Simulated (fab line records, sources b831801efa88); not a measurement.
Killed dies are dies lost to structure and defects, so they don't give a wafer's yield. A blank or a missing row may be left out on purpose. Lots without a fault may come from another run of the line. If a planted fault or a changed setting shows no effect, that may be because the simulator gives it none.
fab line records ; flow sky130
[record] lots = 5; wafers = 15; last_day = 50
route steps=708 shown CONTACT@426 METAL1@434 PAD_OPEN@708
lots that met no fault: from a run of the same line without faults
start_h: hours from the record's opening day to when the first of the lot's shown wafers began ; wait_h: hours from the lot's prior step to this one ; " the same as in the row above ; L1.1+2: a row that stands for several wafers ; - no value present, or no start provided ; * or withheld: withheld ; < > ~ a bound
route shown NAME@n: a module of which the file shows steps, and the number in the route of the first ; usual: average and standard deviation across the fault-free wafers ; same: alike in all rows ; chamber/n: place in a boat ; sites: per-site readings ; _std_site: standard deviation of those values ; _edge_site: the outer-site mean with the inner-site mean subtracted ; radius_mm: how far each site lies from the wafer's centre ; mask NAME#n: copy n ; behind: the tool/chamber that last shaped the wafer ; hold: what put the lot on hold/how long, in hours/how the hold closed ; device: names the non-switching transistor (n, p or np) ; end of line: at the end of the route, the tests of the same wafers ; a step with no rows: only its recipe ; killed: at the first sort, the dies lost to defects and structure; wafer yield is something else ; map: dies across one wafer; x = killed, . = not, _ = none there
set.NAME: the setting that was run; set.NAME@STEP: the one run at that earlier step ; model.NAME: the simulator's own value behind a step, which no gauge read
certain route steps with their lots: each step a table, each wafer a row
services: when a tool's chamber went out of use (start_h, in hours from the record's first day, below 0 if earlier), for how many hours, and the reason
[[steps]]
[step SKY_CONTACT_STRIP_20]
[recipe] chemistry = post_etch_residue_remover; time_s = 1200; temp_c = 72.5
[step SKY_CONTACT_CLEAN_21]
[recipe] chemistry = IPA; time_s = 180; temp_c = 25
[step SKY_CONTACT_CLEAN_22]
[recipe] chemistry = O3/DIW; dry = n2_spin
[step SKY_CONTACT_SPUTTER_23]
[recipe] material = TiN; target_thk_nm = 20; chamber_pressure_pa = 5; power_w = 4000; time_s = 80
[step SKY_CONTACT_CVD_24]
[recipe] material = W; target_thk_nm = 340; time_s = 102.12; temp_c = 400; pressure_torr = 40
[step SKY_CONTACT_RS_MEAS_25]
[recipe] thk_meas_gauge = four-point-probe; reads = W_of_CONTACT_CVD_24+TiN_of_CONTACT_SPUTTER_23
[usual] CONTACT_W_RS = 0.340/0.0039
lot.wafer;tool;chamber;start_h;wait_h;CONTACT_W_RS[ohm/sq]
L474.2;film_metro-03;-;778.18;0.1;0.343
L474.3;film_metro-03;-;778.18;0.1;0.342
L474.5;film_metro-03;-;778.18;0.1;0.345
L482.2;film_metro-03;-;824.23;0.1;0.341
L482.4;film_metro-03;-;824.23;0.1;0.337
L482.6;film_metro-03;-;824.23;0.1;0.339
L488.2;film_metro-04;-;862.19;0.1;0.338
L488.3;film_metro-04;-;862.19;0.1;0.342
L488.6;film_metro-04;-;862.19;0.1;0.335
L489.2;film_metro-04;-;870.49;0.1;0.344
L489.4;film_metro-04;-;870.49;0.1;0.335
L489.6;film_metro-04;-;870.49;0.1;0.334
L494.1;film_metro-03;-;895.69;0.1;0.336
L494.2;film_metro-03;-;895.69;0.1;0.339
L494.3;film_metro-03;-;895.69;0.1;0.335
[step SKY_CONTACT_THK_MEAS_26]
[recipe] thk_meas_gauge = xrf; reads = W_of_CONTACT_CVD_24
[usual] CONTACT_W_THK = 336/4.6
lot.wafer;tool;chamber;start_h;wait_h;CONTACT_W_THK[nm]
L474.2;film_metro-03;-;778.29;0.1;330
L474.3;film_metro-03;-;778.29;0.1;332
L474.5;film_metro-03;-;778.29;0.1;330
L482.2;film_metro-03;-;824.34;0.1;337
L482.4;film_metro-03;-;824.34;0.1;339
L482.6;film_metro-03;-;824.34;0.1;339
L488.2;film_metro-04;-;862.30;0.1;335
L488.3;film_metro-04;-;862.30;0.1;332
L488.6;film_metro-04;-;862.30;0.1;341
L489.2;film_metro-04;-;870.60;0.1;332
L489.4;film_metro-04;-;870.60;0.1;342
L489.6;film_metro-04;-;870.60;0.1;343
L494.1;film_metro-03;-;895.81;0.1;341
L494.2;film_metro-03;-;895.81;0.1;340
L494.3;film_metro-03;-;895.81;0.1;343
[step SKY_CONTACT_CMP_27]
[recipe] stop_on = SiO2; t_overpolish_s = 15; down_force_psi = 3.5; platen_rpm = 60; target_thk_nm = 0; pad_velocity_m_s = 0.94248
[usual] motor_current_A = 11.1/1.2; overpolish_run_s = 15.000/0.0086; platen_rpm = 60.00/0.039; time_to_endpoint_s = 80/3.3
lot.wafer;tool;chamber;start_h;wait_h;motor_current_A;overpolish_run_s;platen_rpm;time_to_endpoint_s
L474.3;cmp-02;0;778.34;0.0;10.2;14.999;60.04;80
L474.2;cmp-02;2;778.34;0.0;9.6;15.004;59.99;82
L474.5;cmp-02;1;778.34;0.0;10.4;15.002;59.93;78
L482.2;cmp-01;2;824.44;0.1;10.6;15.003;60.01;79
L482.4;cmp-01;3;824.44;0.1;12.8;15.006;60.03;76
L482.6;cmp-01;1;824.44;0.1;12.1;14.991;59.97;75
L488.3;cmp-02;0;862.35;0.0;9.6;15.009;60.06;79
L488.2;cmp-02;2;862.35;0.0;10.4;14.988;60.02;80
L488.6;cmp-02;1;862.35;0.0;10.3;15.002;59.95;78
L489.2;cmp-01;2;870.65;0.0;11.1;15.001;60.02;76
L489.4;cmp-01;0;870.65;0.0;9.8;14.984;59.95;79
L489.6;cmp-01;3;870.65;0.0;12.7;14.999;60.06;79
L494.3;cmp-01;1;895.87;0.0;11.8;14.991;60.02;83
L494.2;cmp-01;3;895.87;0.0;12.7;14.996;60.05;79
L494.1;cmp-01;0;895.87;0.0;9.0;15.007;59.99;83
[step SKY_METAL1_SPUTTER_00]
[recipe] material = Ti; target_thk_nm = 15; power_w = 3000; time_s = 10; chamber_pressure_pa = 0.4
[usual] chamber_pressure_pa = 0.4000/0.00078; throttle_valve_pct = 29.5/1
lot.wafer;tool;chamber;start_h;wait_h;chamber_pressure_pa;throttle_valve_pct
L474.2;pvd_sputter-04;-;778.64;0.1;0.4001;27.4
L474.3;pvd_sputter-04;-;778.64;0.1;0.4002;28.9
L474.5;pvd_sputter-04;-;778.64;0.1;0.3999;27.6
L482.2;pvd_sputter-04;-;824.69;0.2;0.4010;28.9
L482.4;pvd_sputter-04;-;824.69;0.2;0.3987;27.5
L482.6;pvd_sputter-04;-;824.69;0.2;0.3998;27.5
L488.2;pvd_sputter-03;-;862.65;0.1;0.3995;31.2
L488.3;pvd_sputter-03;-;862.65;0.1;0.3997;30.2
L488.6;pvd_sputter-03;-;862.65;0.1;0.4005;30.0
L489.2;pvd_sputter-02;-;870.95;0.2;0.4017;29.5
L489.4;pvd_sputter-02;-;870.95;0.2;0.4008;29.5
L489.6;pvd_sputter-02;-;870.95;0.2;0.3997;30.1
L494.1;pvd_sputter-04;-;896.17;0.1;0.3990;30.2
L494.2;pvd_sputter-04;-;896.17;0.1;0.3998;29.5
L494.3;pvd_sputter-04;-;896.17;0.1;0.3990;29.0
[step SKY_METAL1_SPUTTER_01]
[recipe] material = TiN; target_thk_nm = 20; power_w = 6500; time_s = 16.7; chamber_pressure_pa = 0.4
[step SKY_METAL1_SPUTTER_02]
[recipe] material = AlCu; target_thk_nm = 250; power_w = 10600; time_s = 13.3; chamber_pressure_pa = 0.4
[usual] chamber_pressure_pa = 0.4000/0.00081; throttle_valve_pct = 29.5/0.99
lot.wafer;tool;chamber;start_h;wait_h;chamber_pressure_pa;throttle_valve_pct
L474.2;pvd_sputter-04;-;778.69;0.0;0.4001;27.7
L474.3;pvd_sputter-04;-;778.69;0.0;0.4001;28.8
L474.5;pvd_sputter-04;-;778.69;0.0;0.4012;27.6
L482.2;pvd_sputter-04;-;824.74;0.0;0.4011;29.0
L482.4;pvd_sputter-04;-;824.74;0.0;0.4010;27.5
L482.6;pvd_sputter-04;-;824.74;0.0;0.3999;27.6
L488.2;pvd_sputter-03;-;862.69;0.0;0.3992;31.1
L488.3;pvd_sputter-03;-;862.69;0.0;0.3992;30.3
L488.6;pvd_sputter-03;-;862.69;0.0;0.3999;30.2
L489.2;pvd_sputter-02;-;870.99;0.0;0.4008;29.4
L489.4;pvd_sputter-02;-;870.99;0.0;0.3992;29.8
L489.6;pvd_sputter-02;-;870.99;0.0;0.3998;30.0
L494.1;pvd_sputter-04;-;896.22;0.0;0.4009;30.3
L494.2;pvd_sputter-04;-;896.22;0.0;0.4017;29.3
L494.3;pvd_sputter-04;-;896.22;0.0;0.4010;29.4
[step SKY_METAL1_SPUTTER_03]
[recipe] material = Ti; target_thk_nm = 5; power_w = 3000; time_s = 3.3; chamber_pressure_pa = 0.4
[step SKY_METAL1_SPUTTER_04]
[recipe] material = TiN; target_thk_nm = 70; power_w = 6500; time_s = 58.3; chamber_pressure_pa = 0.4
[usual] chamber_pressure_pa = 0.3999/0.00079; throttle_valve_pct = 29.6/1
lot.wafer;tool;chamber;start_h;wait_h;chamber_pressure_pa;throttle_valve_pct;model.TiN_of_METAL1_SPUTTER_04.thk_nm
L474.2;pvd_sputter-04;-;778.73;0.0;0.4001;27.5;69.04
L474.3;pvd_sputter-04;-;778.73;0.0;0.4007;29.0;69.33
L474.5;pvd_sputter-04;-;778.73;0.0;0.3998;27.6;69.2
L482.2;pvd_sputter-04;-;824.78;0.0;0.4005;28.9;91.4
L482.4;pvd_sputter-04;-;824.78;0.0;0.4010;27.4;69.19
L482.6;pvd_sputter-04;-;824.78;0.0;0.4010;27.5;91
L488.2;pvd_sputter-03;-;862.74;0.0;0.3996;31.4;70.98
L488.3;pvd_sputter-03;-;862.74;0.0;0.4000;30.1;70.74
L488.6;pvd_sputter-03;-;862.74;0.0;0.4011;30.4;71.08
L489.2;pvd_sputter-02;-;871.04;0.0;0.3997;29.8;68.43
L489.4;pvd_sputter-02;-;871.04;0.0;0.3995;29.6;68.99
L489.6;pvd_sputter-02;-;871.04;0.0;0.4010;29.9;70.17
L494.1;pvd_sputter-04;-;896.26;0.0;0.4012;30.3;69.99
L494.2;pvd_sputter-04;-;896.26;0.0;0.3993;29.4;70.47
L494.3;pvd_sputter-04;-;896.26;0.0;0.3996;29.1;70.41
[step SKY_METAL1_RS_MEAS_05]
[recipe] thk_meas_gauge = four-point-probe; reads = TiN_of_METAL1_SPUTTER_04+Ti_of_METAL1_SPUTTER_03+AlCu_of_METAL1_SPUTTER_02+TiN_of_METAL1_SPUTTER_01+Ti_of_METAL1_SPUTTER_00
[usual] METAL1_ALCU_RS = 0.1262/0.0013
lot.wafer;tool;chamber;start_h;wait_h;METAL1_ALCU_RS[ohm/sq]
L474.2;film_metro-04;-;778.80;0.0;0.1284
L474.3;film_metro-04;-;778.80;0.0;0.1266
L474.5;film_metro-04;-;778.80;0.0;0.1279
L482.2;film_metro-04;-;824.85;0.0;0.1258
L482.4;film_metro-04;-;824.85;0.0;0.1270
L482.6;film_metro-04;-;824.85;0.0;0.1261
L488.2;film_metro-04;-;862.81;0.0;0.1266
L488.3;film_metro-04;-;862.81;0.0;0.1263
L488.6;film_metro-04;-;862.81;0.0;0.1258
L489.2;film_metro-04;-;871.11;0.0;0.1266
L489.4;film_metro-04;-;871.11;0.0;0.1267
L489.6;film_metro-04;-;871.11;0.0;0.1279
L494.1;film_metro-01;-;896.31;0.0;0.1248
L494.2;film_metro-01;-;896.31;0.0;0.1252
L494.3;film_metro-01;-;896.31;0.0;0.1260
[step SKY_METAL1_THK_MEAS_06]
[recipe] thk_meas_gauge = xrf; reads = AlCu_of_METAL1_SPUTTER_02
[usual] METAL1_ALCU_THK = 248.1/2.9
lot.wafer;tool;chamber;start_h;wait_h;METAL1_ALCU_THK[nm]
L474.2;film_metro-04;-;778.91;0.1;244.4
L474.3;film_metro-04;-;778.91;0.1;247.3
L474.5;film_metro-04;-;778.91;0.1;246.1
L482.2;film_metro-04;-;824.96;0.1;237.6
L482.4;film_metro-04;-;824.96;0.1;247.3
L482.6;film_metro-04;-;824.96;0.1;236.9
L488.2;film_metro-04;-;862.92;0.1;244.6
L488.3;film_metro-04;-;862.92;0.1;248.5
L488.6;film_metro-04;-;862.92;0.1;247.9
L489.2;film_metro-04;-;871.22;0.1;249.4
L489.4;film_metro-04;-;871.22;0.1;246.9
L489.6;film_metro-04;-;871.22;0.1;243.8
L494.1;film_metro-01;-;896.43;0.1;250.8
L494.2;film_metro-01;-;896.43;0.1;250.3
L494.3;film_metro-01;-;896.43;0.1;247.6
[step SKY_METAL1_DEHYDRATE_07]
[recipe] temp_c = 200; time_s = 60
[step SKY_METAL1_HMDS_08]
[recipe] prime_time_s = 60; prime_temp_c = 120
[step SKY_METAL1_COAT_09]
[recipe] resist = BARC; temp_c = withheld; time_s = withheld; spin_rpm = 3000; resist_thk_nm = 60
[step SKY_METAL1_COAT_10]
[recipe] resist = KrF-thick; spin_rpm = 3000; resist_thk_nm = 450
[step SKY_METAL1_SOFTBAKE_11]
[recipe] temp_c = 100; time_s = 90; resist = KrF-thick
[step SKY_METAL1_EXPOSE_12]
[recipe] mask_id = MM1; na = 0.8; source_shape = annular; sigma_inner = 0.55; sigma_outer = 0.85; target_cd_nm = 140; dose_mj = 28
[step SKY_METAL1_PEB_13]
[recipe] peb_temp_c = withheld; peb_time_s = withheld; resist = KrF-thick
[step SKY_METAL1_DEVELOP_14]
[recipe] develop_time_s = 60; resist = KrF-thick; dev_temp_c = 21
[step SKY_METAL1_CD_MEAS_15]
[recipe] target_cd_nm = 140
[usual] cd_nm = 140.0/1.4
lot.wafer;tool;chamber;start_h;wait_h;cd_nm
L474.2;cd_sem-01;-;805.28;-;140.6
L474.3;cd_sem-01;-;805.28;-;139.9
L474.5;cd_sem-01;-;805.28;-;141.9
L482.2;cd_sem-01;-;850.93;-;138.2
L482.4;cd_sem-01;-;850.93;-;138.4
L482.6;cd_sem-01;-;850.93;-;139.1
L488.2;cd_sem-02;-;888.54;-;140.7
L488.3;cd_sem-02;-;888.54;-;139.3
L488.6;cd_sem-02;-;888.54;-;140.7
L489.2;cd_sem-02;-;896.68;-;138.4
L489.4;cd_sem-02;-;896.68;-;139.3
L489.6;cd_sem-02;-;896.68;-;140.1
L494.1;cd_sem-01;-;921.57;-;137.8
L494.2;cd_sem-01;-;921.57;-;138.5
L494.3;cd_sem-01;-;921.57;-;138.3
[step SKY_METAL1_OVL_MEAS_16]
[usual] METAL1_OVL = -2/5.8
lot.wafer;tool;chamber;start_h;wait_h;METAL1_OVL[nm]
L474.2;overlay-02;-;805.41;0.1;-11
L474.3;overlay-02;-;805.41;0.1;0
L474.5;overlay-02;-;805.41;0.1;-15
L482.2;overlay-02;-;851.03;0.1;2
L482.4;overlay-02;-;851.03;0.1;4
L482.6;overlay-02;-;851.03;0.1;6
L488.2;overlay-02;-;888.65;0.1;6
L488.3;overlay-02;-;888.65;0.1;14
L488.6;overlay-02;-;888.65;0.1;4
L489.2;overlay-01;-;896.79;0.1;-8
L489.4;overlay-01;-;896.79;0.1;-5
L489.6;overlay-01;-;896.79;0.1;-12
L494.1;overlay-01;-;921.69;0.1;-9
L494.2;overlay-01;-;921.69;0.1;-7
L494.3;overlay-01;-;921.69;0.1;-13
[step SKY_METAL1_DESCUM_17]
[recipe] chemistry = O2; source_power_w = 150; bias_power_w = 0; pressure_mtorr = 10; temp_c = 40; time_s = 8
[usual] drypump_motor_current_A = 5.8/0.55; oes_product_au = 0.994/0.007
[same] bias_power_w = 0
lot.wafer;tool;chamber;start_h;wait_h;drypump_motor_current_A;oes_product_au;rf_hours_counter_h
L474.2;rie_metal-02;1;805.44;0.0;6.0;0.995;3
L474.3;rie_metal-02;0;805.44;0.0;5.1;0.993;-
L474.5;rie_metal-02;1;805.44;0.0;6.0;1.004;-
L482.2;rie_metal-02;1;851.07;0.0;6.0;0.986;-
L482.4;rie_metal-02;1;851.07;0.0;6.0;1.000;-
L482.6;rie_metal-02;1;851.07;0.0;6.0;0.998;-
L488.2;rie_metal-02;0;888.68;0.0;5.1;1.000;0
L488.3;rie_metal-02;1;888.68;0.0;6.0;0.982;-
L488.6;rie_metal-02;0;888.68;0.0;5.1;1.003;-
L489.2;rie_metal-02;0;896.82;0.0;5.1;1.003;1
L489.4;rie_metal-02;1;896.82;0.0;6.0;1.000;-
L489.6;rie_metal-02;1;896.82;0.0;6.0;0.987;-
L494.1;rie_metal-04;1;921.73;0.0;5.4;1.004;11
L494.2;rie_metal-04;0;921.73;0.0;6.5;0.982;13
L494.3;rie_metal-04;1;921.73;0.0;5.4;1.005;-
[step SKY_METAL1_ETCH_18]
[recipe] chemistry = N2/H2; target = BARC; ion_energy_ev = 200; bias_w = 100; pressure_mtorr = 30; n2_flow_sccm = 100; h2_flow_sccm = 200; icp_w = 500; stop_on = SiO2; time_s = 45.9; target_depth_a = 600
[step SKY_METAL1_METAL_ETCH_19]
[recipe] target_depth_a = 3600; stop_on = SiO2; over_etch_frac = 0.3; time_s = 78; chemistry = Cl2/BCl3; resist_sidewall_deg = 88; pressure_mtorr = 10; icp_w = 900; bias_w = 48.5; Cl2_flow_sccm = 60; bcl3_flow_sccm = 30
[step SKY_METAL1_STRIP_20]
[recipe] chemistry = O2/N2; power_w = 1400; pressure_mtorr = 1500; platen_temp_c = withheld; o2_flow_sccm = 3000; n2_flow_sccm = 300; overash_fraction = 0.5
[usual] drypump_motor_current_A = 5.8/0.55; oes_product_au = 0.344/0.0047; strip_time_to_endpoint_s = 2.720/0.027
lot.wafer;tool;chamber;start_h;wait_h;drypump_motor_current_A;oes_product_au;rf_hours_counter_h;strip_time_to_endpoint_s
L474.2;plasma_asher-01;1;805.63;0.1;4.9;0.339;40;2.722
L474.3;plasma_asher-01;0;805.63;0.1;5.8;0.334;-;2.708
L474.5;plasma_asher-01;0;805.63;0.1;5.8;0.343;-;2.719
L482.2;plasma_asher-02;0;851.43;0.1;6.7;0.350;71;2.746
L482.4;plasma_asher-02;0;851.43;0.1;6.7;0.340;-;2.735
L482.6;plasma_asher-02;0;851.43;0.1;6.7;0.356;-;2.754
L488.2;plasma_asher-03;0;888.86;0.1;6.2;0.339;14;2.666
L488.3;plasma_asher-03;1;888.86;0.1;5.6;0.344;-;2.719
L488.6;plasma_asher-03;0;888.86;0.1;6.2;0.342;-;2.662
L489.2;plasma_asher-02;1;897.00;0.1;5.7;0.349;76;2.718
L489.4;plasma_asher-02;1;897.00;0.1;5.7;0.341;-;2.757
L489.6;plasma_asher-02;0;897.00;0.1;6.7;0.345;-;2.737
L494.1;plasma_asher-03;0;921.91;0.1;6.2;0.340;18;2.731
L494.2;plasma_asher-03;1;921.91;0.1;5.5;0.347;18;2.743
L494.3;plasma_asher-03;1;921.91;0.1;5.5;0.348;-;2.678
[step SKY_METAL1_STRIP_21]
[recipe] chemistry = post_etch_residue_remover; time_s = 1200; temp_c = 72.5
[usual] bath_guard_temp_C = 72.5/0.51
lot.wafer;tool;chamber;start_h;wait_h;bath_guard_temp_C;model.TiN_of_METAL1_SPUTTER_04.thk_nm
L474.2;wet_bench-03;2;805.73;0.1;71.5;68.62
L474.3;wet_bench-03;2;805.73;0.1;71.5;68.92
L474.5;wet_bench-03;2;805.73;0.1;71.7;68.78
L482.2;wet_bench-01;0;851.53;0.1;72.2;90.99
L482.4;wet_bench-01;0;851.53;0.1;72.2;68.78
L482.6;wet_bench-01;0;851.53;0.1;72.2;90.58
L488.2;wet_bench-03;0;888.96;0.1;73.0;70.57
L488.3;wet_bench-03;0;888.96;0.1;72.9;70.32
L488.6;wet_bench-03;0;888.96;0.1;72.8;70.67
L489.2;wet_bench-03;3;897.10;0.1;72.0;68.02
L489.4;wet_bench-03;3;897.10;0.1;72.2;68.57
L489.6;wet_bench-03;3;897.10;0.1;72.3;69.74
L494.1;wet_bench-03;1;922.01;0.1;72.8;69.57
L494.2;wet_bench-03;1;922.01;0.1;72.9;70.05
L494.3;wet_bench-03;1;922.01;0.1;73.0;69.99
[step SKY_METAL1_CLEAN_22]
[recipe] chemistry = IPA; time_s = 180; temp_c = 25
[step SKY_PAD_OPEN_PROBE_99]
[usual] defect_limited_yield = 82.3/1.9; killed_at_M0_to_M3 = 44/6.5; killed_at_M4_up = 3.3/1.9; killed_at_contacts = 24/5.3; killed_at_front_end = 15/4.5; killed_at_other = 0.3/0.58; killed_dies = 87/9.3; killed_open = 48/6.6; killed_short = 39/6.1; sort_bin_3_pad_short = 0.9/0.46; sort_bin_5_function = 10.5/1.6; sort_bin_6_memory = 6.3/1.1; sort_n_pass = 405/9.3; sort_yield_pct = 82.3/1.9
[same] gross_dies = 492; killed_at_back_side = 0; sort_bin_4_leakage[%] = 0; sort_bin_8_speed[%] = 0
lot.wafer;tool;chamber;start_h;wait_h;defect_limited_yield[%];killed_at_M0_to_M3;killed_at_M4_up;killed_at_contacts;killed_at_front_end;killed_at_other;killed_dies;killed_open;killed_short;sort_bin_3_pad_short[%];sort_bin_5_function[%];sort_bin_6_memory[%];sort_n_pass;sort_yield_pct[%];model.etest.via1_chain.rc_ohm
L474.2;prober-01;-;1106.78;0.1;84.8;37;6;18;14;0;75;39;36;0.2;10.0;5.1;417;84.8;17.42
L474.3;prober-01;-;1106.83;0.2;82.5;44;6;19;17;0;86;50;36;1.4;10.6;5.5;406;82.5;16.8
L474.5;prober-01;-;1106.93;0.2;86.2;35;1;16;16;0;68;44;24;0.8;8.3;4.7;424;86.2;17.02
L482.2;prober-02;-;1143.18;0.1;78.9;51;3;30;20;0;104;54;50;1.4;13.0;6.7;388;78.9;17.27
L482.4;prober-02;-;1143.28;0.2;82.1;48;5;21;14;0;88;47;41;0.6;9.6;7.7;404;82.1;17.2
L482.6;prober-02;-;1143.38;0.2;82.1;45;8;23;12;0;88;50;38;0.8;9.3;7.7;404;82.1;18.93
L488.2;prober-01;-;1168.28;0.1;81.7;45;4;24;16;1;90;57;33;1.0;9.6;7.7;402;81.7;16.43
L488.3;prober-01;-;1168.33;0.2;85.0;31;3;23;16;1;74;36;38;0.6;8.7;5.7;418;85.0;16.26
L488.6;prober-01;-;1168.48;0.2;80.1;51;2;28;17;0;98;50;48;1.6;11.6;6.7;394;80.1;16.48
L489.2;prober-01;-;1174.93;0.1;82.9;54;4;18;8;0;84;38;46;1.2;10.0;5.9;408;82.9;16.13
L489.4;prober-01;-;1175.03;0.2;82.5;47;3;18;18;0;86;45;41;0.8;10.4;6.3;406;82.5;16.85
L489.6;prober-01;-;1175.13;0.2;83.5;33;4;25;19;0;81;41;40;1.6;8.7;6.1;411;83.5;16.24
L494.1;prober-02;-;1190.29;0.1;80.9;54;3;23;14;0;94;49;45;0;12.4;6.7;398;80.9;16.41
L494.2;prober-02;-;1190.34;0.1;81.3;46;3;24;19;0;92;48;44;1.6;11.0;6.1;400;81.3;17.07
L494.3;prober-02;-;1190.39;0.2;79.3;56;7;23;16;0;102;55;47;1.4;12.8;6.5;390;79.3;17.75
// killed by level:class
L474.2 VIA3:geometric_particle:open=7 LI_CONTACT:geometric_particle:open=6 CONTACT:geometric_particle:open=6 METAL2:geometric_particle:short=6 POLY_GATE:geometric_particle:open=4 LOCAL_INTERCONNECT:geometric_particle:short=4 VIA1:geometric_particle:open=4 VIA1:geometric_particle:short=4
L474.3 VIA1:geometric_particle:open=12 CONTACT:geometric_particle:open=11 POLY_GATE:geometric_particle:short=7 VIA2:geometric_particle:open=6 POLY_GATE:geometric_particle:open=5 METAL2:geometric_particle:short=5 METAL1:geometric_particle:short=5 VIA3:geometric_particle:open=5
L474.5 VIA1:geometric_particle:open=14 CONTACT:geometric_particle:open=8 FIELD_ISO:geometric_particle:short=7 FIELD_ISO:geometric_particle:open=4 LI_CONTACT:geometric_particle:open=4 VIA3:geometric_particle:open=4 VIA1:geometric_particle:short=3 METAL2:geometric_particle:short=3
L482.2 CONTACT:geometric_particle:open=14 METAL1:geometric_particle:short=10 VIA1:geometric_particle:open=10 VIA2:geometric_particle:open=8 FIELD_ISO:geometric_particle:short=6 LI_CONTACT:geometric_particle:open=5 LOCAL_INTERCONNECT:geometric_particle:short=5 VIA2:geometric_particle:short=5
L482.4 VIA1:geometric_particle:open=16 CONTACT:geometric_particle:open=11 METAL1:geometric_particle:short=6 METAL4:geometric_particle:short=5 POLY_GATE:geometric_particle:short=4 VIA2:geometric_particle:short=4 LI_CONTACT:geometric_particle:open=4 VIA3:geometric_particle:open=4
L482.6 VIA3:geometric_particle:open=10 CONTACT:geometric_particle:open=8 LI_CONTACT:geometric_particle:open=7 METAL1:geometric_particle:short=6 VIA1:geometric_particle:short=6 VIA1:geometric_particle:open=6 LOCAL_INTERCONNECT:geometric_particle:short=4 METAL4:geometric_particle:short=4
L488.2 VIA1:geometric_particle:open=15 CONTACT:geometric_particle:open=10 VIA3:geometric_particle:open=8 LI_CONTACT:geometric_particle:open=8 POLY_GATE:geometric_particle:short=6 METAL2:geometric_particle:short=6 FIELD_ISO:geometric_particle:open=3 FIELD_ISO:geometric_particle:short=3
L488.3 LI_CONTACT:geometric_particle:open=6 CONTACT:geometric_particle:open=6 VIA3:geometric_particle:open=6 METAL2:geometric_particle:short=6 VIA1:geometric_particle:open=5 CONTACT:geometric_particle:short=5 METAL1:geometric_particle:short=5 LOCAL_INTERCONNECT:geometric_particle:short=4
L488.6 METAL1:geometric_particle:short=12 CONTACT:geometric_particle:open=12 LI_CONTACT:geometric_particle:open=8 VIA1:geometric_particle:open=7 FIELD_ISO:geometric_particle:short=6 VIA2:geometric_particle:open=6 VIA3:geometric_particle:open=6 VIA2:geometric_particle:short=5
L489.2 VIA1:geometric_particle:open=13 METAL2:geometric_particle:short=9 METAL1:geometric_particle:short=7 VIA2:geometric_particle:open=7 FIELD_ISO:geometric_particle:short=6 CONTACT:geometric_particle:short=6 VIA1:geometric_particle:short=6 CONTACT:geometric_particle:open=5
L489.4 VIA1:geometric_particle:open=12 VIA3:geometric_particle:open=9 VIA1:geometric_particle:short=6 POLY_GATE:geometric_particle:short=5 LI_CONTACT:geometric_particle:open=5 POLY_GATE:geometric_particle:open=4 CONTACT:geometric_particle:open=4 METAL2:geometric_particle:short=4
L489.6 FIELD_ISO:geometric_particle:short=7 LI_CONTACT:geometric_particle:open=7 CONTACT:geometric_particle:open=7 VIA1:geometric_particle:open=6 VIA3:geometric_particle:open=6 METAL2:geometric_particle:short=5 FIELD_ISO:geometric_particle:open=4 CONTACT:geometric_particle:short=4
L494.1 VIA3:geometric_particle:open=11 CONTACT:geometric_particle:open=11 VIA1:geometric_particle:open=8 VIA2:geometric_particle:open=6 VIA1:geometric_particle:short=6 LOCAL_INTERCONNECT:geometric_particle:short=5 METAL3:geometric_particle:short=5 METAL2:geometric_particle:short=5
L494.2 VIA1:geometric_particle:open=11 VIA1:geometric_particle:short=8 METAL2:geometric_particle:short=8 CONTACT:geometric_particle:open=8 LI_CONTACT:geometric_particle:open=6 VIA2:geometric_particle:open=6 CONTACT:geometric_particle:short=5 VIA3:geometric_particle:open=5
L494.3 CONTACT:geometric_particle:open=12 VIA1:geometric_particle:open=12 VIA2:geometric_particle:open=11 METAL1:geometric_particle:short=6 VIA1:geometric_particle:short=6 METAL4:geometric_particle:short=6 FIELD_ISO:geometric_particle:open=5 METAL3:geometric_particle:short=5
[[services]]
tool;chamber;start_h;hours;kind
wet_bench-03;-;758.96;2.8;repair
cmp-01;-;785.61;3.7;pm
plasma_asher-01;-;787.57;2.8;pm
pvd_sputter-03;-;787.78;8.4;repair
pvd_sputter-04;-;796.82;4.7;repair
plasma_asher-03;-;808.35;2.8;pm
pvd_sputter-03;-;811.49;1.1;repair
rie_metal-02;1;815.48;4.7;repair
wet_bench-03;-;826.13;3.1;repair
plasma_asher-02;-;826.96;14.6;pm
pvd_sputter-03;-;833.76;3.3;repair
pvd_sputter-02;-;838.35;2.4;repair
rie_metal-04;-;843.76;1.0;repair
rie_metal-02;0;848.34;-;clean
rie_metal-02;0;848.34;26.3;scheduled_down
cmp-01;-;852.76;5.4;repair
pvd_sputter-02;-;855.48;1.1;repair
plasma_asher-03;-;860.22;2.6;repair
pvd_sputter-04;-;862.62;14.0;repair
cmp-01;-;901.82;6.2;repair
cmp-02;-;909.82;2.7;repair
cmp-02;-;911.93;0.3;repair
cmp-02;-;912.56;4.0;pm
pvd_sputter-03;-;918.34;54.1;repair
[[key]]
[first_sign] step = SKY_METAL1_THK_MEAS_06; reading = METAL1_ALCU_THK; direction = down; sigmas = 3.7; usual = 248.1; struck = 237.3
effect none on later readings
[model_effect] step = SKY_METAL1_SPUTTER_04; value = TiN_of_METAL1_SPUTTER_04.thk_nm; without = 69.42; struck = 91.2
[model_effect] step = SKY_METAL1_STRIP_21; value = TiN_of_METAL1_SPUTTER_04.thk_nm; without = 69.01; struck = 90.79
[model_effect] step = SKY_PAD_OPEN_PROBE_99; value = etest.via1_chain.rc_ohm; without = 16.97; struck = 18.1
met_at SKY_METAL1_SPUTTER_04
struck_wafers L482.2,L482.6
onset_between 778.73 824.78
[fault] kind = process_parameter_drift; tool = pvd_sputter-04; chamber = -; onset_h = 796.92; steps = SKY_METAL1_SPUTTER_04; channel = time_s; offset = *; shape = step; end_h = 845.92; scope = struck_wafers_only; acts_in = *; stated = *
